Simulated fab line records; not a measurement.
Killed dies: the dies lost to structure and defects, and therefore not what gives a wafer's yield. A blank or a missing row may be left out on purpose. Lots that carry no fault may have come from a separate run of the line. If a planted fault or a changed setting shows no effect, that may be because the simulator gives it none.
A lot that was struck, set against a sound lot    flow gf180mcu    15 steps out of a route of 602
Sound: the wafers L446.2, L446.5, L446.6. Wafers struck: L455.1, L455.5, L455.6. The cause is named last.
For every step that has rows: the tool of each side, followed by ch and its chambers, followed by its first start. Under that, the readings that differ: sound wafers    struck wafers    difference of the means    sigmas: that difference in standard deviations of wafers without a fault.
alike: readings with means less than 2 such deviations apart, plus words and numbers identical on both sides. not compared: withheld readings, readings lacking a value on some wafer, bounds such as >300 that could conceal the same value, and numbers that have no deviation in the record and whose values overlap.
The two part at a step that has a row with sigmas, a row that says differs or no value, or rows on one side only. Non-overlapping numbers with no deviation appear without sigmas and do not part them. Lack of a reading on every wafer of one side parts them only where that side has two or more wafers.

first, 4 steps without rows for these wafers: GF_M4_SOFTBAKE_10 (time 60 s); GF_M4_EXPOSE_11 (exposes mask Metal4, target cd 280 nm); GF_M4_PEB_12 (peb time 90 s); GF_M4_DEVELOP_13 (develop time 60 s).
GF_M4_CD_MEAS_14 targets a cd of 280 nm.
  sound on cd_sem-01 at day 23 22:43; struck on cd_sem-01 at day 27 11:03
  alike: cd_nm
GF_M4_OVL_MEAS_15:
  sound on overlay-01 at day 23 22:49; struck on overlay-01 at day 27 11:10
  alike: M4_OVL
GF_M4_METAL_ETCH_16: etches the open film in Cl2/BCl3, stops on SiO2, target depth 627.5 nm, time 104.6 s.
  sound on rie_metal-02 ch 0, day 23 22:53; struck on rie_metal-01 ch 0,1, day 27 11:13
reading                      sound           struck          difference  sigmas
drypump_motor_current_A (A)  5.12 5.09 5.11  5.86 5.76 5.84  +0.71       +3
  alike: oes_product_au, throttle_valve_pct
  not compared: rf_hours_counter_h
GF_M4_STRIP_17: strips in O2/N2.
  sound on plasma_asher-04 ch 0,1, day 23 23:04; struck on plasma_asher-01 ch 0,1, day 27 11:19
  alike: drypump_motor_current_A, heater_power_w, oes_product_au, strip_time_to_endpoint_s
  not compared: rf_hours_counter_h
then, 3 steps without rows for these wafers: GF_M4_STRIP_18 (strips in post etch residue remover, time 1200 s); GF_M4_CLEAN_19 (cleans in DIW); GF_V4_CVD_00 (deposits SiO2, target thk 600 nm, time 100 s).
GF_V4_THK_MEAS_01:
  sound on film_metro-01 at day 23 23:41; struck on film_metro-04 at day 27 11:56
  alike: V4_CVD_00_THK
GF_V4_CVD_02: deposits SiO2 from TEOS, target thk 850 nm, time 94.851 s.
  sound on pecvd-01 ch 0,2, day 23 23:44; struck on pecvd-02 ch 0,1, day 27 11:59
reading                              sound              struck             difference  sigmas
rf_fwd_power_W (W)                   598.0 600.0 594.0  695.1 694.8 689.5  +95.8       +44
model.SiO2_of_V4_CVD_02.thk_nm (nm)  838.7 845.5 851.8  879.8 895 888.4    +42.4       
  alike: heater_power_w, susceptor_temp_C
GF_V4_THK_MEAS_03:
  sound on film_metro-04 at day 23 23:49; struck on film_metro-04 at day 27 12:03
reading             sound        struck       difference  sigmas
V4_CVD_02_THK (nm)  839 845 851  880 895 888  +43         +3
GF_V4_CMP_04: polishes SiO2.
  sound on cmp-01 ch 1,2,3, day 24 00:01; struck on cmp-02 ch 0,1, day 27 12:10
reading                 sound     struck       difference  sigmas
time_to_endpoint_s (s)  76 89 81  101 104 101  +20         +3
  alike: edge_zone_pressure_frac, motor_current_A, platen_rpm

## WHERE THEY PART
At GF_M4_METAL_ETCH_16 first; at GF_V4_CMP_04 last (within this record only).

WHY: the cause the simulator had injected
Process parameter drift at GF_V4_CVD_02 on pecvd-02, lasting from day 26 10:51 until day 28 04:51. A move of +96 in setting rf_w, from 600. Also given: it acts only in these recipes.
